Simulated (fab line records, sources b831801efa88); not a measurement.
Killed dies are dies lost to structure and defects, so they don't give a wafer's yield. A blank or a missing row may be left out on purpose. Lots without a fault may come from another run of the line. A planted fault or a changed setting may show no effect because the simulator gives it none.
fab line records | flow gf180mcu
record lots=7 wafers=21 last_day=34
route steps=602 shown SAB@272 SALICIDE@278 PASSIVATION@602
lots that met no fault: from a run of the same line without faults
start_h: hours from the record's first day to the start of the lot's first wafer shown | wait_h: hours since the lot's step before | " the same as in the row above | L1.1+2: a row that stands for several wafers | - no value, or no start given | * or withheld: withheld | < > ~ a bound
route shown NAME@n: a module of which the file shows steps, and the number in the route of the first | usual: mean/standard deviation of fault-free wafers | same: alike in all rows | chamber/n: place in a boat | sites: the reading at each site | _std_site: their standard deviation | _edge_site: outer sites' mean less inner sites' | radius_mm: how far each site lies from the wafer's centre | mask NAME#n: copy n | behind: the tool/chamber that last shaped the wafer | hold: why the lot was held/for how many hours/how that ended | device: the transistor (n, p or np) that didn't switch | end of line: the same wafers' tests at the end of the route | a step without rows: its recipe alone | killed: dies lost to structure and defects at the first sort, not the wafer's yield | map: a wafer's dies, x killed, . not, _ none there
set.NAME: the setting as run; set.NAME@STEP: as run at that earlier step | model.NAME: the simulator's own value behind a step, which no gauge read
lots at some steps of the route; a table a step, a row a wafer
services: from which hour (start_h, from the record's first day; less than 0 if before it) a tool's chamber was out of use, for how many hours, and why
## steps
# step GF_SAB_DEVELOP_08
# recipe develop_time_s=60 dev_temp_c=21.75
# step GF_SAB_CD_MEAS_09
# recipe target_cd_nm=420
# usual cd_nm=419.3/2.3
# columns lot.wafer tool chamber start_h wait_h cd_nm
L748.1 cd_sem-02 - 349.60 0.1 417.7
L748.5 " - " " 417.6
L748.6 " - " " 418.6
L754.1 cd_sem-01 - 402.61 0.1 418.4
L754.3 " - " " 419.0
L754.4 " - " " 422.8
L756.2 cd_sem-02 - 419.93 0.1 423.7
L756.4 " - " " 422.2
L756.6 " - " " 419.4
L757.2 cd_sem-02 - 433.22 0.1 417.3
L757.3 " - " " 417.1
L757.5 " - " " 419.4
L758.1 cd_sem-02 - 436.60 0.1 420.5
L758.2 " - " " 421.9
L758.4 " - " " 420.4
L759.1 cd_sem-02 - 442.85 0.1 421.9
L759.2 " - " " 422.4
L759.3 " - " " 421.0
L769.1 cd_sem-02 - 527.76 0.1 422.1
L769.2 " - " " 421.4
L769.5 " - " " 422.4
# step GF_SAB_OVL_MEAS_10
# usual SAB_OVL=0.7/1.3
# columns lot.wafer tool chamber start_h wait_h SAB_OVL[nm]
L748.1 overlay-01 - 349.72 0.1 3.1
L748.5 " - " " 2.7
L748.6 " - " " 1.0
L754.1 overlay-02 - 402.73 0.1 1.9
L754.3 " - " " 2.8
L754.4 " - " " 4.3
L756.2 overlay-01 - 420.03 0.1 -1.1
L756.4 " - " " -0.1
L756.6 " - " " 0.2
L757.2 overlay-01 - 433.33 0.1 1.1
L757.3 " - " " 1.2
L757.5 " - " " 0.6
L758.1 overlay-02 - 436.72 0.1 -0.6
L758.2 " - " " 0.1
L758.4 " - " " -0.7
L759.1 overlay-02 - 442.97 0.1 -0.2
L759.2 " - " " -0.4
L759.3 " - " " -0.5
L769.1 overlay-02 - 527.88 0.1 -0.3
L769.2 " - " " 1.2
L769.5 " - " " 0.5
# step GF_SAB_ETCH_11
# recipe chemistry=C4F8/O2/Ar mask_material=NOVOLAK target=SiO2 target_depth_nm=55 source_w=1500 bias_w=1200 pressure_mtorr=40 c4f8_flow_sccm=withheld O2_flow_sccm=6 Ar_flow_sccm=300 time_s=8.5
# usual oes_product_au=1.002/0.01
# columns lot.wafer tool chamber start_h wait_h oes_product_au rf_hours_counter_h
L748.1 rie_diel-02 3 349.76 0.0 1.007 15
L748.5 " 1 " " 0.997 -
L748.6 " 0 " " 0.998 -
L754.1 rie_diel-02 1 402.76 0.0 1.011 52
L754.3 " 2 " " 0.992 6
L754.4 " 0 " " 1.009 10
L756.2 rie_diel-03 0 420.06 0.0 0.998 2
L756.4 " 2 " " 0.990 6
L756.6 " 3 " " 0.995 -
L757.2 rie_diel-03 3 433.36 0.0 0.983 53
L757.3 " 0 " " 1.011 2
L757.5 " 2 " " 1.005 -
L758.1 rie_diel-01 0 436.76 0.0 1.009 64
L758.2 " 1 " " 0.996 92
L758.4 " 2 " " 1.002 69
L759.1 rie_diel-02 2 443.01 0.0 1.004 8
L759.2 " 0 " " 0.996 11
L759.3 " 1 " " 0.993 53
L769.1 rie_diel-01 1 527.91 0.0 0.981 0
L769.2 " 3 " " 1.016 5
L769.5 " 1 " " 0.988 -
# step GF_SAB_WET_ETCH_12
# recipe chemistry=dHF target_depth_nm=22 dry=n2_spin target=SiO2 temp_c=25 dilution=100:1 time_s=440
# step GF_SAB_STRIP_13
# recipe chemistry=O2/N2 power_w=1400 pressure_mtorr=1500 platen_temp_c=250 o2_flow_sccm=3000 n2_flow_sccm=300 overash_fraction=0.5
# usual drypump_motor_current_A=5.5/0.36 heater_power_w=332/25 oes_product_au=0.710/0.0049 strip_time_to_endpoint_s=12.60/0.033
# columns lot.wafer tool chamber start_h wait_h drypump_motor_current_A heater_power_w oes_product_au rf_hours_counter_h strip_time_to_endpoint_s
L748.1 plasma_asher-02 1 349.91 0.0 6.1 361 0.701 23 12.65
L748.5 " 0 " " 5.9 320 0.715 - 12.64
L748.6 " 1 " " 6.0 374 0.706 - 12.65
L754.1 plasma_asher-01 0 402.92 0.0 5.6 294 0.704 75 12.62
L754.3 " 0 " " 5.7 300 0.712 - 12.61
L754.4 " 1 " " 5.5 373 0.708 - 12.61
L756.2 plasma_asher-02 1 420.22 0.0 6.0 361 0.705 31 12.65
L756.4 " 1 " " 6.0 373 0.711 - 12.67
L756.6 " 1 " " 6.0 361 0.715 - 12.63
L757.2 plasma_asher-03 1 433.51 0.0 5.1 306 0.710 64 12.55
L757.3 " 1 " " 5.1 302 0.710 - 12.62
L757.5 " 1 " " 5.1 316 0.705 - 12.63
L758.1 plasma_asher-01 1 436.92 0.0 5.5 367 0.706 79 12.59
L758.2 " 0 " " 5.6 297 0.707 79 12.60
L758.4 " 0 " " 5.6 295 0.708 - 12.57
L759.1 plasma_asher-01 1 443.16 0.0 5.5 366 0.720 80 12.63
L759.2 " 0 " " 5.6 300 0.717 80 12.61
L759.3 " 0 " " 5.7 301 0.709 - 12.61
L769.1 plasma_asher-03 1 528.06 0.0 5.1 310 0.719 75 12.62
L769.2 " 0 " " 5.2 341 0.718 75 12.64
L769.5 " 1 " " 5.1 309 0.703 - 12.63
# step GF_SALICIDE_CLEAN_00
# recipe chemistry=SC1/SC2 mix=1:4:20 temp_c=70 time_s=150
# step GF_SALICIDE_WET_ETCH_01
# recipe chemistry=dHF target_depth_nm=5 dry=ipa_marangoni target=SiO2 temp_c=25 dilution=100:1 time_s=100
# step GF_SALICIDE_SPUTTER_02
# recipe material=Co target_thk_nm=10 power_w=1000 time_s=20 chamber_pressure_pa=0.4
# usual chamber_pressure_pa=0.3999/0.00081 throttle_valve_pct=30.0/0.89
# columns lot.wafer tool chamber start_h wait_h chamber_pressure_pa throttle_valve_pct
L748.1 pvd_sputter-04 - 350.10 0.0 0.4004 30.5
L748.5 " - " " 0.3994 28.0
L748.6 " - " " 0.3996 29.1
L754.1 pvd_sputter-01 - 403.10 0.0 0.4005 30.6
L754.3 " - " " 0.3990 30.1
L754.4 " - " " 0.3981 31.4
L756.2 pvd_sputter-04 - 420.40 0.0 0.4004 29.1
L756.4 " - " " 0.3995 31.3
L756.6 " - " " 0.3998 31.2
L757.2 pvd_sputter-01 - 433.70 0.0 0.3985 29.6
L757.3 " - " " 0.3997 29.9
L757.5 " - " " 0.3998 29.8
L758.1 pvd_sputter-04 - 437.11 0.0 0.3991 28.0
L758.2 " - " " 0.3990 31.2
L758.4 " - " " 0.4006 30.7
L759.1 pvd_sputter-04 - 443.35 0.0 0.3995 27.7
L759.2 " - " " 0.3999 28.7
L759.3 " - " " 0.3996 31.2
L769.1 pvd_sputter-04 - 528.25 0.0 0.3996 30.6
L769.2 " - " " 0.4005 27.9
L769.5 " - " " 0.4000 28.8
# step GF_SALICIDE_SPUTTER_03
# recipe material=TiN target_thk_nm=20 power_w=6500 time_s=16.7 chamber_pressure_pa=0.4
# usual chamber_pressure_pa=0.3998/0.00078 throttle_valve_pct=30.0/0.91
# columns lot.wafer tool chamber start_h wait_h chamber_pressure_pa throttle_valve_pct
L748.1 pvd_sputter-04 - 350.13 0.0 0.4004 30.5
L748.5 " - " " 0.4018 27.9
L748.6 " - " " 0.4004 28.9
L754.1 pvd_sputter-01 - 403.13 0.0 0.4007 30.6
L754.3 " - " " 0.4004 29.8
L754.4 " - " " 0.4001 31.6
L756.2 pvd_sputter-04 - 420.43 0.0 0.3997 28.9
L756.4 " - " " 0.3991 31.2
L756.6 " - " " 0.4006 31.3
L757.2 pvd_sputter-01 - 433.72 0.0 0.3990 29.4
L757.3 " - " " 0.3993 30.2
L757.5 " - " " 0.3989 29.8
L758.1 pvd_sputter-04 - 437.14 0.0 0.3990 27.9
L758.2 " - " " 0.3986 31.3
L758.4 " - " " 0.3999 30.7
L759.1 pvd_sputter-04 - 443.38 0.0 0.3995 27.8
L759.2 " - " " 0.4003 29.1
L759.3 " - " " 0.4002 31.1
L769.1 pvd_sputter-04 - 528.28 0.0 0.3985 30.6
L769.2 " - " " 0.4008 28.0
L769.5 " - " " 0.3997 28.8
# step GF_SALICIDE_RS_MEAS_04
# recipe thk_meas_gauge=four-point-probe reads=TiN_of_SALICIDE_SPUTTER_03+Co_of_SALICIDE_SPUTTER_02
# usual SALICIDE_TIN_RS=16.4/0.3
# columns lot.wafer tool chamber start_h wait_h SALICIDE_TIN_RS[ohm/sq]
L748.1 film_metro-01 - 350.15 0.0 16.1
L748.5 " - " " 16.5
L748.6 " - " " 16.1
L754.1 film_metro-01 - 403.16 0.0 16.8
L754.3 " - " " 16.9
L754.4 " - " " 16.8
L756.2 film_metro-04 - 420.48 0.0 16.0
L756.4 " - " " 16.2
L756.6 " - " " 16.5
L757.2 film_metro-04 - 433.77 0.0 16.2
L757.3 " - " " 16.3
L757.5 " - " " 16.5
L758.1 film_metro-04 - 437.16 0.0 16.7
L758.2 " - " " 16.5
L758.4 " - " " 16.7
L759.1 film_metro-01 - 443.40 0.0 16.6
L759.2 " - " " 16.5
L759.3 " - " " 16.6
L769.1 film_metro-04 - 528.30 0.0 16.1
L769.2 " - " " 16.4
L769.5 " - " " 16.1
# step GF_SALICIDE_THK_MEAS_05
# recipe thk_meas_gauge=xrf reads=TiN_of_SALICIDE_SPUTTER_03
# usual SALICIDE_TIN_THK=19.95/0.29
# columns lot.wafer tool chamber start_h wait_h SALICIDE_TIN_THK[nm]
L748.1 film_metro-01 - 350.27 0.1 20.11
L748.5 " - " " 20.00
L748.6 " - " " 19.98
L754.1 film_metro-01 - 403.28 0.1 19.69
L754.3 " - " " 19.53
L754.4 " - " " 19.48
L756.2 film_metro-04 - 420.59 0.1 19.93
L756.4 " - " " 19.83
L756.6 " - " " 19.69
L757.2 film_metro-04 - 433.88 0.1 19.88
L757.3 " - " " 20.27
L757.5 " - " " 19.94
L758.1 film_metro-04 - 437.28 0.1 19.83
L758.2 " - " " 19.75
L758.4 " - " " 19.79
L759.1 film_metro-01 - 443.52 0.1 19.71
L759.2 " - " " 19.82
L759.3 " - " " 19.74
L769.1 film_metro-04 - 528.42 0.1 19.80
L769.2 " - " " 19.93
L769.5 " - " " 19.94
# step GF_SALICIDE_RTA_06
# recipe temp_c=530 time_s=30 ambient=N2
# usual anneal_temp_c_max=532.3/0.45 chamber_o2_ppm=2.000/0.023 lamp_power_pct=6.2/0.42 wafer_temp_C_max=533.0/0.75
# columns lot.wafer tool chamber start_h wait_h anneal_temp_c_max chamber_o2_ppm lamp_power_pct wafer_temp_C_max
L748.1 rtp_anneal-02 0 350.33 0.1 533.4 2.025 5.8 532.3
L748.5 " 0 " " 532.2 2.027 5.8 532.2
L748.6 " 0 " " 532.9 2.013 5.8 532.3
L754.1 rtp_anneal-01 0 403.34 0.1 532.5 2.012 6.7 533.2
L754.3 " 0 " " 533.1 2.007 6.6 532.8
L754.4 " 0 " " 533.2 2.005 6.6 533.1
L756.2 rtp_anneal-02 - 420.67 0.1 - - - -
L756.4 " - " " - - - -
L756.6 " - " " - - - -
L757.2 rtp_anneal-02 - 433.95 0.1 - - - -
L757.3 " - " " - - - -
L757.5 " - " " - - - -
L758.1 rtp_anneal-02 - 437.34 0.1 - - - -
L758.2 " - " " - - - -
L758.4 " - " " - - - -
L759.1 rtp_anneal-01 0 443.58 0.1 532.8 1.966 6.6 533.5
L759.2 " 0 " " 532.7 1.946 6.6 533.5
L759.3 " 0 " " 532.6 1.973 6.6 533.2
L769.1 rtp_anneal-01 0 528.48 0.1 532.2 1.942 6.6 533.5
L769.2 " 0 " " 532.0 1.995 6.6 533.3
L769.5 " 0 " " 532.4 2.029 6.6 533.4
# step GF_SALICIDE_WET_ETCH_07
# recipe chemistry=SPM target_depth_nm=120 dry=n2_spin
# step GF_PASSIVATION_PROBE_99
# columns lot.wafer tool chamber start_h wait_h model.etest.ppoly_sal.line_ohm_um model.etest.npoly_sal.line_ohm_um model.etest.pplus_sal.line_ohm_um model.etest.ppoly_sal.rs_ohm_sq model.etest.npoly_sal.rs_ohm_sq model.etest.ppoly_u.end_ohm model.etest.nplus_sal.line_ohm_um model.etest.contact_poly.rc_ohm
L748.1 prober-01 - 683.49 0.1 27.99 27.95 34.96 7.3 7.233 30.54 30.77 5.742
L748.5 prober-01 - 683.69 0.2 28.77 28.86 35.43 7.385 7.371 30.18 31.42 5.709
L748.6 prober-01 - 683.74 0.2 27.72 28.09 34.9 7.237 7.311 29.82 31.44 5.806
L754.1 prober-01 - 725.07 0.1 29.09 28.68 36.07 7.534 7.53 28.79 32.52 5.804
L754.3 prober-01 - 725.17 0.2 29.5 29.34 35.94 7.452 7.539 29.1 32.06 5.899
L754.4 prober-01 - 725.22 0.2 29.04 28.8 35.81 7.547 7.529 30.21 32.28 5.835
L756.2 prober-01 - 742.74 0.1 1298 1211 857.5 360.6 339.5 303.8 282.3 255.4
L756.4 prober-01 - 742.84 0.2 1316 1254 828.6 375.1 351.5 299 274.3 249.6
L756.6 prober-01 - 742.94 0.2 1295 1226 841.5 362.7 341.9 298.5 273.6 249.5
L757.2 prober-02 - 750.14 0.1 1235 1180 887.1 348.3 333.6 293.2 285 247.1
L757.3 prober-02 - 750.19 0.2 1235 1174 856.4 346.2 329 297.1 272.4 248.5
L757.5 prober-02 - 750.29 0.2 1192 1150 854.6 328 319.2 277 278.7 230.2
L758.1 prober-01 - 751.79 0.1 1216 1187 843.5 343.8 335 290.4 279.1 245.7
L758.2 prober-01 - 751.84 0.1 1284 1234 843.2 362.2 348.8 297.2 278 249.4
L758.4 prober-01 - 751.94 0.2 1311 1240 843 368.9 351.1 296.2 271 248
L759.1 prober-02 - 756.57 0.1 28.74 28.61 35.69 7.337 7.419 31.23 31.78 6.027
L759.2 prober-02 - 756.62 0.1 28.23 28.11 35.83 7.321 7.328 31.37 31.86 6.025
L759.3 prober-02 - 756.67 0.2 28.7 28.71 34.51 7.401 7.375 29.96 31.2 5.786
L769.1 prober-01 - 815.44 0.1 27.82 27.99 34.03 7.21 7.201 31.61 30.65 6.056
L769.2 prober-01 - 815.49 0.1 27.92 28.25 34.45 7.375 7.314 29.22 30.64 5.636
L769.5 prober-01 - 815.64 0.2 27.68 27.76 34.21 7.218 7.161 29.79 30.39 5.79
# killed by level:class
L748.1 M2:geometric_particle:short=5 V5:geometric_particle:open=5 V3:geometric_particle:open=4 STI:geometric_particle:short=3 CONTACT:geometric_particle:open=3 V1:geometric_particle:open=3 M4:geometric_particle:short=3 STI:geometric_particle:open=2
L748.5 V5:geometric_particle:open=7 CONTACT:geometric_particle:open=4 V2:geometric_particle:short=4 V1:geometric_particle:open=3 V2:geometric_particle:open=3 V3:geometric_particle:open=3 V4:geometric_particle:open=3 STI:geometric_particle:short=2
L748.6 CONTACT:geometric_particle:open=7 V5:geometric_particle:open=5 V2:geometric_particle:open=4 V3:geometric_particle:short=4 V4:geometric_particle:open=4 M1:geometric_particle:short=3 V1:geometric_particle:open=3 V2:geometric_particle:short=3
L754.1 M1:geometric_particle:short=5 V2:geometric_particle:open=4 V2:geometric_particle:short=4 V4:geometric_particle:open=4 V5:geometric_particle:open=3 POLY_GATE:geometric_particle:open=2 CONTACT:geometric_particle:open=2 V1:geometric_particle:short=2
L754.3 V1:geometric_particle:open=5 V2:geometric_particle:open=3 V2:geometric_particle:short=3 V5:geometric_particle:short=3 STI:geometric_particle:open=2 M1:geometric_particle:short=2 M2:geometric_particle:short=2 STI:geometric_particle:short=1
L754.4 CONTACT:geometric_particle:open=6 V2:geometric_particle:open=4 STI:geometric_particle:open=3 POLY_GATE:geometric_particle:short=3 V4:geometric_particle:open=3 M3:geometric_particle:short=3 V3:geometric_particle:open=3 POLY_GATE:geometric_particle:open=2
L759.1 M1:geometric_particle:short=7 V3:geometric_particle:open=6 STI:geometric_particle:short=4 SALICIDE:geometric_particle:short=3 M2:geometric_particle:short=3 V5:geometric_particle:open=3 CONTACT:geometric_particle:short=2 CONTACT:geometric_particle:open=2
L759.2 V2:geometric_particle:open=7 CONTACT:geometric_particle:open=6 V5:geometric_particle:open=6 V1:geometric_particle:open=5 V2:geometric_particle:short=5 M5:geometric_particle:short=4 STI:geometric_particle:short=3 CONTACT:geometric_particle:short=3
L759.3 V3:geometric_particle:open=6 CONTACT:geometric_particle:open=5 STI:geometric_particle:short=4 CONTACT:geometric_particle:short=3 V1:geometric_particle:open=3 M2:geometric_particle:short=3 V2:geometric_particle:open=3 STI:geometric_particle:open=2
L769.1 M3:geometric_particle:short=4 V4:geometric_particle:short=4 V1:geometric_particle:open=3 CONTACT:geometric_particle:open=3 V3:geometric_particle:open=3 M1:geometric_particle:short=2 V1:geometric_particle:short=2 V2:geometric_particle:short=2
L769.2 V3:geometric_particle:open=5 V2:geometric_particle:open=5 CONTACT:geometric_particle:open=4 V1:geometric_particle:open=4 V2:geometric_particle:short=3 V3:geometric_particle:short=3 V4:geometric_particle:open=3 V5:geometric_particle:short=3
L769.5 CONTACT:geometric_particle:open=6 V3:geometric_particle:open=5 V4:geometric_particle:open=5 V5:geometric_particle:open=5 SAB:geometric_particle:short=3 V1:geometric_particle:open=3 V2:geometric_particle:open=3 M5:geometric_particle:short=3
## services
# columns tool chamber start_h hours kind
plasma_asher-01 - 327.32 5.5 repair
pvd_sputter-04 - 328.84 0.7 repair
rie_diel-01 3 332.51 - clean
rie_diel-01 3 332.51 18.1 scheduled_down
rie_diel-01 3 332.51 18.1 vent_cycle
rie_diel-02 0 333.54 4.8 repair
rie_diel-01 - 343.76 2.8 pm
pvd_sputter-01 2 344.38 - consumable_replace:kit
pvd_sputter-01 2 344.38 18.0 scheduled_down
pvd_sputter-01 2 344.38 18.0 vent_cycle
pvd_sputter-04 - 359.44 5.6 repair
pvd_sputter-01 - 391.17 5.6 repair
rie_diel-02 0 396.40 1.6 repair
rie_diel-03 1 405.60 11.7 repair
rie_diel-02 1 414.54 10.6 repair
pvd_sputter-01 - 416.75 0.9 repair
rie_diel-01 2 432.60 2.0 repair
plasma_asher-02 - 435.81 10.1 repair
plasma_asher-01 - 490.66 10.5 repair
plasma_asher-01 - 502.12 52.9 pm
rie_diel-02 - 505.90 2.8 pm
rie_diel-03 3 512.57 17.7 repair
pvd_sputter-01 - 513.31 0.9 repair
rie_diel-01 - 518.11 0.9 repair
## key
first_sign step=GF_SALICIDE_RTA_06 reading=tool_record direction=missing
effect none on later readings
model_effect step=GF_PASSIVATION_PROBE_99 value=etest.ppoly_sal.line_ohm_um without=28.13 struck=1265
met_at GF_SALICIDE_RTA_06
struck_wafers L756.2,L756.4,L756.6,L757.2,L757.3,L757.5,L758.1,L758.2,L758.4
later_rows_left_out L756.2,L756.4,L756.6,L757.2,L757.3,L757.5,L758.1,L758.2,L758.4
sort_left_out L756.2,L756.4,L756.6,L757.2,L757.3,L757.5,L758.1,L758.2,L758.4
tester_left_out L756,L757,L758
onset_between 350.33 420.67
fault kind=skipped_step_whole tool=rtp_anneal-02 chamber=- onset_h=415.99 steps=GF_SALICIDE_RTA_06 scope=struck_lots_only
# tester_left_out: of these lots the tester's yield and bins aren't shown, on N5 and GAA mostly nor the transistor test; their killed dies are dies lost to structure and defects alone, not to doping, threshold or leakage, so they don't give the yield
# sort_left_out: the simulated sort isn't trusted on such a fault, so these wafers' sort isn't shown, and their yield isn't known
# later_rows_left_out: the simulator's readings of these wafers behind a module that went badly wrong aren't trusted and aren't shown, but for the sort
